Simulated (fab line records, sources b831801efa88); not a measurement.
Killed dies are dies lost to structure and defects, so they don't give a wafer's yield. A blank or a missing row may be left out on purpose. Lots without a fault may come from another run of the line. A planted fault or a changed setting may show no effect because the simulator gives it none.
fab line records | flow gf180mcu | part 1 of 2: steps 1 to 29 of 39
record lots=5 wafers=15 last_day=33
route steps=602 shown M5@530 V5@540 TOP_METAL@567
lots that met no fault: from a run of the same line without faults
start_h: hours from the record's first day to the start of the lot's first wafer shown | wait_h: hours since the lot's step before | " the same as in the row above | L1.1+2: a row that stands for several wafers | - no value, or no start given | * or withheld: withheld | < > ~ a bound
route shown NAME@n: a module of which the file shows steps, and the number in the route of the first | usual: mean/standard deviation of fault-free wafers | same: alike in all rows | chamber/n: place in a boat | sites: the reading at each site | _std_site: their standard deviation | _edge_site: outer sites' mean less inner sites' | radius_mm: how far each site lies from the wafer's centre | mask NAME#n: copy n | behind: the tool/chamber that last shaped the wafer | hold: why the lot was held/for how many hours/how that ended | device: the transistor (n, p or np) that didn't switch | end of line: the same wafers' tests at the end of the route | a step without rows: its recipe alone | killed: dies lost to structure and defects at the first sort, not the wafer's yield | map: a wafer's dies, x killed, . not, _ none there
set.NAME: the setting as run; set.NAME@STEP: as run at that earlier step | model.NAME: the simulator's own value behind a step, which no gauge read
lots at some steps of the route; a table a step, a row a wafer
services: from which hour (start_h, from the record's first day; less than 0 if before it) a tool's chamber was out of use, for how many hours, and why
## steps
# step GF_M5_EXPOSE_04
# recipe mask_id=Metal5 target_cd_nm=280 na=0.68 source_shape=conventional sigma_outer=0.6 dose_mj=28
# usual reticle_temp_C=22.99/0.12
# same na=0.68 sigma_outer=0.6
# columns lot.wafer tool chamber start_h wait_h mask reticle_temp_C
L078.1 krf_scanner-02 0 - - Metal5#0 22.95
L078.2 " 0 " " Metal5#0 22.93
L078.5 " 0 " " Metal5#0 23.12
L081.2 krf_scanner-02 0 - - Metal5#0 22.94
L081.3 " 0 " " Metal5#0 22.92
L081.4 " 0 " " Metal5#0 22.99
L087.2 krf_scanner-01 0 - - Metal5#0 22.90
L087.5 " 0 " " Metal5#0 22.88
L087.6 " 0 " " Metal5#0 22.79
L092.1 krf_scanner-02 0 - - Metal5#0 23.14
L092.3 " 0 " " Metal5#0 23.09
L092.5 " 0 " " Metal5#0 22.96
L093.1 krf_scanner-02 0 - - Metal5#0 23.08
L093.2 " 0 " " Metal5#0 22.97
L093.4 " 0 " " Metal5#0 23.20
# step GF_M5_PEB_05
# recipe peb_temp_c=135 peb_time_s=90 resist=KrF
# columns lot.wafer tool chamber start_h wait_h
L078.1+2+5 litho_track-01 0 - -
L081.2+3+4 litho_track-04 0 - -
L087.2+5+6 litho_track-04 0 - -
L092.1+3+5 litho_track-01 0 - -
L093.1+2+4 litho_track-03 0 - -
# step GF_M5_DEVELOP_06
# recipe develop_time_s=60 dev_temp_c=21
# columns lot.wafer tool chamber start_h wait_h
L078.1+2+5 litho_track-01 0 636.74 0.2
L081.2+3+4 litho_track-04 0 666.32 0.2
L087.2+5+6 litho_track-04 0 702.92 0.2
L092.1+3+5 litho_track-01 0 738.94 0.2
L093.1+2+4 litho_track-03 0 742.96 0.2
# step GF_M5_CD_MEAS_07
# recipe target_cd_nm=280
# usual cd_nm=279.9/1.3
# columns lot.wafer tool chamber start_h wait_h cd_nm
L078.1 cd_sem-02 - 636.89 0.1 281.1
L078.2 " - " " 279.0
L078.5 " - " " 280.5
L081.2 cd_sem-01 - 666.47 0.1 282.1
L081.3 " - " " 282.4
L081.4 " - " " 281.4
L087.2 cd_sem-02 - 703.07 0.1 279.7
L087.5 " - " " 278.7
L087.6 " - " " 278.6
L092.1 cd_sem-01 - 739.09 0.1 282.0
L092.3 " - " " 281.1
L092.5 " - " " 279.9
L093.1 cd_sem-02 - 743.11 0.1 277.1
L093.2 " - " " 278.0
L093.4 " - " " 278.3
# step GF_M5_OVL_MEAS_08
# usual M5_OVL=-1/4.8
# columns lot.wafer tool chamber start_h wait_h M5_OVL[nm]
L078.1 overlay-01 - 637.01 0.1 -5
L078.2 " - " " -2
L078.5 " - " " -1
L081.2 overlay-01 - 666.57 0.1 -6
L081.3 " - " " -6
L081.4 " - " " -6
L087.2 overlay-01 - 703.17 0.1 -12
L087.5 " - " " -1
L087.6 " - " " 0
L092.1 overlay-01 - 739.21 0.1 -3
L092.3 " - " " -6
L092.5 " - " " -7
L093.1 overlay-02 - 743.23 0.1 5
L093.2 " - " " 3
L093.4 " - " " 3
# step GF_M5_ETCH_09
# recipe chemistry=CF4/O2 target=Si3N4 target_depth_nm=52 source_w=800 bias_w=150 pressure_mtorr=150 cf4_flow_sccm=80 O2_flow_sccm=10 time_s=11.6
# usual drypump_motor_current_A=5.6/0.52 oes_product_au=0.998/0.0067 throttle_valve_pct=5.970/0.0099
# columns lot.wafer tool chamber start_h wait_h drypump_motor_current_A oes_product_au rf_hours_counter_h throttle_valve_pct
L078.1 rie_diel-02 0 637.05 0.0 4.6 1.006 1 5.980
L078.2 " 3 " " 6.3 0.996 12 5.980
L078.5 " 3 " " 6.3 1.000 - 5.971
L081.2 rie_diel-02 3 666.60 0.0 6.3 1.004 13 5.978
L081.3 " 1 " " 5.9 0.999 8 5.980
L081.4 " 0 " " 4.6 1.000 - 5.965
L087.2 rie_diel-02 1 703.20 0.0 5.9 1.001 10 5.947
L087.5 " 3 " " 6.3 1.006 - 5.972
L087.6 " 2 " " 5.5 1.002 - 5.969
L092.1 rie_diel-04 2 739.25 0.0 6.1 0.994 10 5.953
L092.3 " 1 " " 4.9 0.998 19 5.968
L092.5 " 1 " " 4.9 0.995 - 5.956
L093.1 rie_diel-04 2 743.27 0.0 6.1 1.003 10 5.985
L093.2 " 1 " " 4.9 0.990 19 5.956
L093.4 " 1 " " 4.9 0.995 - 5.969
# step GF_M5_METAL_ETCH_10
# recipe chemistry=Cl2/BCl3 mask_material=KrF target_depth_nm=627.5 stop_on=SiO2 pressure_mtorr=8 icp_w=800 bias_w=140 Cl2_flow_sccm=80 bcl3_flow_sccm=40 time_s=104.6
# usual drypump_motor_current_A=5.69/0.3 oes_product_au=0.972/0.006 throttle_valve_pct=28.252/0.01
# columns lot.wafer tool chamber start_h wait_h drypump_motor_current_A oes_product_au rf_hours_counter_h throttle_valve_pct
L078.1 rie_metal-02 0 637.07 0.0 6.01 0.978 4 28.254
L078.2 " 1 " " 5.23 0.976 6 28.262
L078.5 " 0 " " 5.97 0.968 - 28.251
L081.2 rie_metal-01 0 666.63 0.0 5.87 0.971 0 28.225
L081.3 " 1 " " 5.91 0.970 - 28.237
L081.4 " 0 " " 5.87 0.973 - 28.259
L087.2 rie_metal-01 1 703.23 0.0 5.91 0.975 3 28.247
L087.5 " 0 " " 5.84 0.971 - 28.251
L087.6 " 1 " " 5.88 0.972 - 28.258
L092.1 rie_metal-02 1 739.27 0.0 5.23 0.968 10 28.264
L092.3 " 0 " " 6.00 0.969 - 28.262
L092.5 " 0 " " 6.01 0.970 - 28.249
L093.1 rie_metal-01 1 743.29 0.0 5.88 0.966 5 28.265
L093.2 " 0 " " 5.86 0.961 3 28.263
L093.4 " 0 " " 5.86 0.965 - 28.257
# step GF_M5_STRIP_11
# recipe chemistry=O2/N2 power_w=1400 pressure_mtorr=1500 platen_temp_c=250 o2_flow_sccm=3000 n2_flow_sccm=300 overash_fraction=0.5
# usual drypump_motor_current_A=5.78/0.26 heater_power_w=345/26 n2_flow_sccm=299.9/0.75 oes_product_au=0.543/0.0052 strip_time_to_endpoint_s=7.54/0.035
# columns lot.wafer tool chamber start_h wait_h drypump_motor_current_A heater_power_w n2_flow_sccm oes_product_au rf_hours_counter_h strip_time_to_endpoint_s
L078.1 plasma_asher-02 1 637.19 0.1 6.15 371 300.0 0.548 46 7.52
L078.2 " 0 " " 5.48 308 299.4 0.543 46 7.52
L078.5 " 1 " " 6.22 374 300.6 0.524 - 7.50
L081.2 plasma_asher-02 0 666.74 0.1 5.50 319 299.8 0.547 49 7.56
L081.3 " 0 " " 5.50 320 299.8 0.546 - 7.60
L081.4 " 1 " " 6.17 372 298.8 0.542 - 7.56
L087.2 plasma_asher-02 0 703.34 0.1 5.55 308 299.9 0.543 54 7.52
L087.5 " 0 " " 5.50 310 299.7 0.538 - 7.56
L087.6 " 1 " " 6.18 378 299.4 0.544 - 7.54
L092.1 plasma_asher-04 1 739.38 0.1 5.88 319 299.6 0.538 97 7.46
L092.3 " 1 " " 5.91 326 300.7 0.540 - 7.49
L092.5 " 1 " " 5.94 326 298.9 0.543 - 7.47
L093.1 plasma_asher-04 0 743.40 0.1 5.73 350 300.3 0.538 97 7.56
L093.2 " 1 " " 5.93 327 299.5 0.553 97 7.52
L093.4 " 1 " " 5.94 322 300.9 0.549 - 7.52
# step GF_M5_STRIP_12
# recipe chemistry=post_etch_residue_remover time_s=1200 temp_c=72.5
# columns lot.wafer tool chamber start_h wait_h
L078.1+2+5 wet_bench-02 1 637.29 0.1
L081.2+3+4 wet_bench-03 1 666.84 0.1
L087.2+5+6 wet_bench-03 1 703.44 0.1
L092.1+3+5 wet_bench-02 3 739.48 0.1
L093.1+2+4 wet_bench-01 1 743.50 0.1
# step GF_M5_CLEAN_13
# recipe chemistry=DIW dry=n2_spin
# columns lot.wafer tool chamber start_h wait_h
L078.1+2+5 wet_bench-03 3 637.66 0.0
L081.2+3+4 wet_bench-01 0 667.58 0.0
L087.2+5+6 wet_bench-03 0 703.78 0.0
L092.1+3+5 wet_bench-03 1 739.83 0.0
L093.1+2+4 wet_bench-01 2 743.85 0.0
# step GF_V5_CVD_00
# recipe material=SiO2 target_thk_nm=300 sigma_open_frac=0.3 temp_c=400 time_s=50 sih4_flow_sccm=60 pressure_mtorr=6
# columns lot.wafer tool chamber start_h wait_h
L078.1+2+5 hdpcvd-02 2,1,1 637.75 0.0
L081.2+3+4 hdpcvd-02 0,2,1 667.68 0.0
L087.2+5+6 hdpcvd-02 2,0,1 703.87 0.0
L092.1+3+5 hdpcvd-01 0,2,0 739.92 0.0
L093.1+2+4 hdpcvd-02 1,2,2 743.94 0.0
# step GF_V5_THK_MEAS_01
# recipe reads=SiO2_of_V5_CVD_00
# usual V5_CVD_00_THK=301/3.3
# columns lot.wafer tool chamber start_h wait_h V5_CVD_00_THK[nm]
L078.1 film_metro-01 - 637.79 0.0 299
L078.2 " - " " 297
L078.5 " - " " 300
L081.2 film_metro-02 - 667.73 0.0 307
L081.3 " - " " 302
L081.4 " - " " 307
L087.2 film_metro-01 - 703.93 0.0 302
L087.5 " - " " 307
L087.6 " - " " 307
L092.1 film_metro-01 - 739.96 0.0 301
L092.3 " - " " 297
L092.5 " - " " 300
L093.1 film_metro-01 - 743.98 0.0 306
L093.2 " - " " 301
L093.4 " - " " 303
# step GF_V5_CVD_02
# recipe material=SiO2 target_thk_nm=1450 precursor=TEOS temp_c=400 time_s=163.28 rf_w=600
# usual heater_power_w=632/88
# columns lot.wafer tool chamber start_h wait_h heater_power_w
L078.1 pecvd-02 1 637.85 0.1 759
L078.2 " 2 " " 606
L078.5 " 2 " " 699
L081.2 pecvd-03 1 667.78 0.0 608
L081.3 " 2 " " 539
L081.4 " 1 " " 461
L087.2 pecvd-03 0 703.98 0.0 721
L087.5 " 1 " " 474
L087.6 " 2 " " 547
L092.1 pecvd-02 1 740.02 0.1 699
L092.3 " 2 " " 601
L092.5 " 1 " " 639
L093.1 pecvd-04 0 744.04 0.1 493
L093.2 " 1 " " 609
L093.4 " 2 " " 798
# step GF_V5_THK_MEAS_03
# recipe reads=SiO2_of_V5_CVD_02
# usual V5_CVD_02_THK=1453/19
# columns lot.wafer tool chamber start_h wait_h V5_CVD_02_THK[nm]
L078.1 film_metro-02 - 637.96 0.1 1427
L078.2 " - " " 1445
L078.5 " - " " 1459
L081.2 film_metro-03 - 667.95 0.1 1458
L081.3 " - " " 1453
L081.4 " - " " 1471
L087.2 film_metro-03 - 704.09 0.1 1466
L087.5 " - " " 1480
L087.6 " - " " 1477
L092.1 film_metro-02 - 740.18 0.1 1432
L092.3 " - " " 1447
L092.5 " - " " 1443
L093.1 film_metro-02 - 744.15 0.1 1440
L093.2 " - " " 1430
L093.4 " - " " 1469
# step GF_V5_CMP_04
# recipe material=SiO2 down_force_psi=4 platen_rpm=60 pad_velocity_m_s=0.94248
# usual motor_current_A=11.1/0.9
# columns lot.wafer tool chamber start_h wait_h motor_current_A
L078.1 cmp-01 0 638.02 0.1 10.8
L078.2 " 3 " " 10.2
L078.5 " 0 " " 11.1
L081.2 cmp-01 3 668.00 0.0 11.2
L081.3 " 0 " " 10.2
L081.4 " 1 " " 10.9
L087.2 cmp-01 2 704.14 0.0 10.2
L087.6 " 2 " " 10.1
L087.5 " 3 " " 10.7
L092.3 cmp-01 3 740.24 0.0 10.2
L092.1 " 0 " " 10.5
L092.5 " 0 " " 10.6
L093.2 cmp-02 1 748.21 4.0 12.3
L093.4 " 2 " " 10.0
L093.1 " 3 " " 10.6
# step GF_V5_BOW_MEAS_05
# recipe mode=bow
# usual V5_BOW=133/9.4
# columns lot.wafer tool chamber start_h wait_h V5_BOW[um]
L078.1 film_metro-01 - 638.32 0.2 116
L078.2 " - " " 112
L078.5 " - " " 117
L081.2 film_metro-01 - 668.32 0.3 138
L081.3 " - " " 139
L081.4 " - " " 136
L087.2 film_metro-01 - 704.46 0.3 146
L087.5 " - " " 135
L087.6 " - " " 137
L092.1 film_metro-01 - 740.54 0.2 128
L092.3 " - " " 127
L092.5 " - " " 123
L093.1 film_metro-01 - 748.51 0.1 128
L093.2 " - " " 136
L093.4 " - " " 143
# step GF_V5_DEHYDRATE_06
# recipe temp_c=200 time_s=60
# columns lot.wafer tool chamber start_h wait_h
L078.1+2+5 litho_track-02 0 647.94 9.6
L081.2+3+4 litho_track-02 0 677.27 8.9
L087.2+5+6 litho_track-04 0 712.82 8.3
L092.1+3+5 litho_track-02 0 748.29 7.7
L093.1+2+4 litho_track-04 0 754.65 6.1
# step GF_V5_HMDS_07
# recipe prime_time_s=60 prime_temp_c=120
# columns lot.wafer tool chamber start_h wait_h
L078.1+2+5 litho_track-02 0 648.09 0.1
L081.2+3+4 litho_track-02 0 677.42 0.1
L087.2+5+6 litho_track-04 0 712.97 0.1
L092.1+3+5 litho_track-02 0 748.44 0.1
L093.1+2+4 litho_track-04 0 754.80 0.1
# step GF_V5_COAT_08
# recipe resist=BARC temp_c=withheld time_s=withheld spin_rpm=withheld resist_thk_nm=withheld
# columns lot.wafer tool chamber start_h wait_h
L078.1+2+5 litho_track-02 0 648.24 0.1
L081.2+3+4 litho_track-02 0 677.57 0.1
L087.2+5+6 litho_track-04 0 713.12 0.1
L092.1+3+5 litho_track-02 0 748.59 0.1
L093.1+2+4 litho_track-04 0 754.95 0.1
# step GF_V5_COAT_09
# recipe resist=KrF spin_rpm=withheld resist_thk_nm=1000
# columns lot.wafer tool chamber start_h wait_h
L078.1+2+5 litho_track-02 0 - -
L081.2+3+4 litho_track-02 0 - -
L087.2+5+6 litho_track-04 0 - -
L092.1+3+5 litho_track-02 0 - -
L093.1+2+4 litho_track-04 0 - -
# step GF_V5_SOFTBAKE_10
# recipe temp_c=130 time_s=60 resist=KrF
# columns lot.wafer tool chamber start_h wait_h
L078.1+2+5 litho_track-02 0 - -
L081.2+3+4 litho_track-02 0 - -
L087.2+5+6 litho_track-04 0 - -
L092.1+3+5 litho_track-02 0 - -
L093.1+2+4 litho_track-04 0 - -
# step GF_V5_EXPOSE_11
# recipe mask_id=Via5 target_cd_nm=260 na=0.68 source_shape=conventional sigma_outer=0.6 dose_mj=38
# usual reticle_temp_C=22.99/0.12
# same na=0.68 sigma_outer=0.6
# columns lot.wafer tool chamber start_h wait_h mask reticle_temp_C
L078.1 krf_scanner-01 0 - - Via5#0 22.74
L078.2 " 0 " " Via5#0 22.89
L078.5 " 0 " " Via5#0 23.11
L081.2 krf_scanner-01 0 - - Via5#0 22.90
L081.3 " 0 " " Via5#0 23.15
L081.4 " 0 " " Via5#0 23.02
L087.2 krf_scanner-01 0 - - Via5#0 22.87
L087.5 " 0 " " Via5#0 22.79
L087.6 " 0 " " Via5#0 22.90
L092.1 krf_scanner-02 0 - - Via5#0 22.93
L092.3 " 0 " " Via5#0 23.06
L092.5 " 0 " " Via5#0 22.94
L093.1 krf_scanner-01 0 - - Via5#0 22.91
L093.2 " 0 " " Via5#0 23.17
L093.4 " 0 " " Via5#0 23.00
# step GF_V5_PEB_12
# recipe peb_temp_c=135 peb_time_s=90 resist=KrF
# columns lot.wafer tool chamber start_h wait_h
L078.1+2+5 litho_track-04 0 - -
L081.2+3+4 litho_track-03 0 - -
L087.2+5+6 litho_track-04 0 - -
L092.1+3+5 litho_track-03 0 - -
L093.1+2+4 litho_track-04 0 - -
# step GF_V5_DEVELOP_13
# recipe develop_time_s=60 resist=KrF dev_temp_c=21
# columns lot.wafer tool chamber start_h wait_h
L078.1+2+5 litho_track-04 0 657.55 0.2
L081.2+3+4 litho_track-03 0 687.09 0.2
L087.2+5+6 litho_track-04 0 722.77 0.2
L092.1+3+5 litho_track-03 0 755.41 0.2
L093.1+2+4 litho_track-04 0 762.90 0.2
# step GF_V5_CD_MEAS_14
# recipe target_cd_nm=260
# usual cd_nm=260.1/1.1
# columns lot.wafer tool chamber start_h wait_h cd_nm
L078.1 cd_sem-02 - 657.70 0.1 260.4
L078.2 " - " " 258.9
L078.5 " - " " 259.1
L081.2 cd_sem-02 - 687.23 0.1 259.9
L081.3 " - " " 260.0
L081.4 " - " " 260.4
L087.2 cd_sem-02 - 722.98 0.2 260.7
L087.5 " - " " 260.0
L087.6 " - " " 259.8
L092.1 cd_sem-01 - 755.56 0.1 261.1
L092.3 " - " " 259.9
L092.5 " - " " 260.9
L093.1 cd_sem-02 - 763.05 0.1 258.7
L093.2 " - " " 259.9
L093.4 " - " " 260.5
# step GF_V5_OVL_MEAS_15
# usual V5_OVL=4/5.4
# columns lot.wafer tool chamber start_h wait_h V5_OVL[nm]
L078.1 overlay-02 - 657.82 0.1 4
L078.2 " - " " 6
L078.5 " - " " 16
L081.2 overlay-02 - 687.34 0.1 3
L081.3 " - " " -5
L081.4 " - " " -5
L087.2 overlay-02 - 723.09 0.1 6
L087.5 " - " " 3
L087.6 " - " " 7
L092.1 overlay-01 - 755.68 0.1 3
L092.3 " - " " 5
L092.5 " - " " 4
L093.1 overlay-02 - 763.17 0.1 -3
L093.2 " - " " -7
L093.4 " - " " -12
# step GF_V5_ETCH_16
# recipe chemistry=N2/H2 target_depth_a=withheld overetch_a=withheld time_s=withheld target=BARC ion_energy_ev=200 source_w=500 bias_w=100 pressure_mtorr=30 n2_flow_sccm=100 h2_flow_sccm=200
# usual drypump_motor_current_A=5.9/0.59 n2_flow_sccm=99.99/0.27 oes_product_au=0.855/0.0056 throttle_valve_pct=13.225/0.0089
# columns lot.wafer tool chamber start_h wait_h drypump_motor_current_A n2_flow_sccm oes_product_au throttle_valve_pct
L078.1 rie_diel-02 1 657.85 0.0 6.0 99.75 0.861 13.233
L078.2 " 0 " " 4.6 99.99 0.858 13.218
L078.5 " 2 " " 5.5 100.69 0.852 13.216
L081.2 rie_diel-03 0 687.37 0.0 5.9 100.38 0.848 13.223
L081.3 " 0 " " 5.9 100.11 0.858 13.211
L081.4 " 1 " " 5.8 99.67 0.849 13.215
L087.2 rie_diel-03 2 723.12 0.0 5.2 99.87 0.848 13.229
L087.5 " 0 " " 5.9 100.22 0.864 13.225
L087.6 " 3 " " 6.1 100.29 0.852 13.223
L092.1 rie_diel-03 0 755.72 0.0 5.9 100.23 0.860 13.223
L092.3 " 2 " " 5.2 99.57 0.857 13.233
L092.5 " 1 " " 5.8 100.09 0.861 13.238
L093.1 rie_diel-02 0 763.20 0.0 4.6 99.97 0.865 13.212
L093.2 " 2 " " 5.4 100.21 0.858 13.239
L093.4 " 3 " " 6.3 99.60 0.850 13.222
# step GF_V5_ETCH_17
# recipe chemistry=C4F8/O2/Ar mask_material=KrF target=SiO2 stop_on=TiN source_w=1500 bias_w=1200 pressure_mtorr=40 c4f8_flow_sccm=withheld O2_flow_sccm=6 Ar_flow_sccm=300 time_s=withheld target_depth_a=8550
# usual oes_product_au=0.860/0.0048
# columns lot.wafer tool chamber start_h wait_h oes_product_au
L078.1 rie_diel-02 1 - - 0.849
L078.2 " 0 " " 0.859
L078.5 " 2 " " 0.861
L081.2 rie_diel-03 0 - - 0.867
L081.3 " 0 " " 0.860
L081.4 " 1 " " 0.859
L087.2 rie_diel-03 2 - - 0.866
L087.5 " 0 " " 0.861
L087.6 " 3 " " 0.867
L092.1 rie_diel-03 0 - - 0.854
L092.3 " 2 " " 0.862
L092.5 " 1 " " 0.870
L093.1 rie_diel-02 0 - - 0.856
L093.2 " 2 " " 0.867
L093.4 " 3 " " 0.858
# step GF_V5_STRIP_18
# recipe chemistry=O2/N2 power_w=1400 pressure_mtorr=1500 platen_temp_c=250 o2_flow_sccm=3000 n2_flow_sccm=300 overash_fraction=0.5
# usual drypump_motor_current_A=5.77/0.19 heater_power_w=340/14 n2_flow_sccm=300.1/0.89 oes_product_au=0.568/0.0047
# columns lot.wafer tool chamber start_h wait_h drypump_motor_current_A heater_power_w n2_flow_sccm oes_product_au rf_hours_counter_h
L078.1 plasma_asher-04 0 658.01 - 5.73 348 300.6 0.573 90
L078.2 " 1 " " 5.94 324 299.8 0.562 90
L078.5 " 0 " " 5.73 346 300.7 0.572 -
L081.2 plasma_asher-04 1 687.60 - 5.88 320 300.5 0.564 92
L081.3 " 0 " " 5.73 350 298.9 0.571 -
L081.4 " 1 " " 5.89 327 299.5 0.562 -
L087.2 plasma_asher-04 0 723.27 - 5.69 341 300.1 0.573 95
L087.5 " 1 " " 5.88 320 299.1 0.576 -
L087.6 " 0 " " 5.71 353 298.7 0.570 -
L092.1 plasma_asher-03 0 755.87 - 5.48 336 299.3 0.563 37
L092.3 " 0 " " 5.49 336 299.4 0.573 -
L092.5 " 0 " " 5.48 340 298.3 0.571 -
L093.1 plasma_asher-03 0 763.36 - 5.49 345 300.7 0.559 37
L093.2 " 1 " " 6.03 335 300.3 0.572 37
L093.4 " 0 " " 5.49 332 299.5 0.576 -
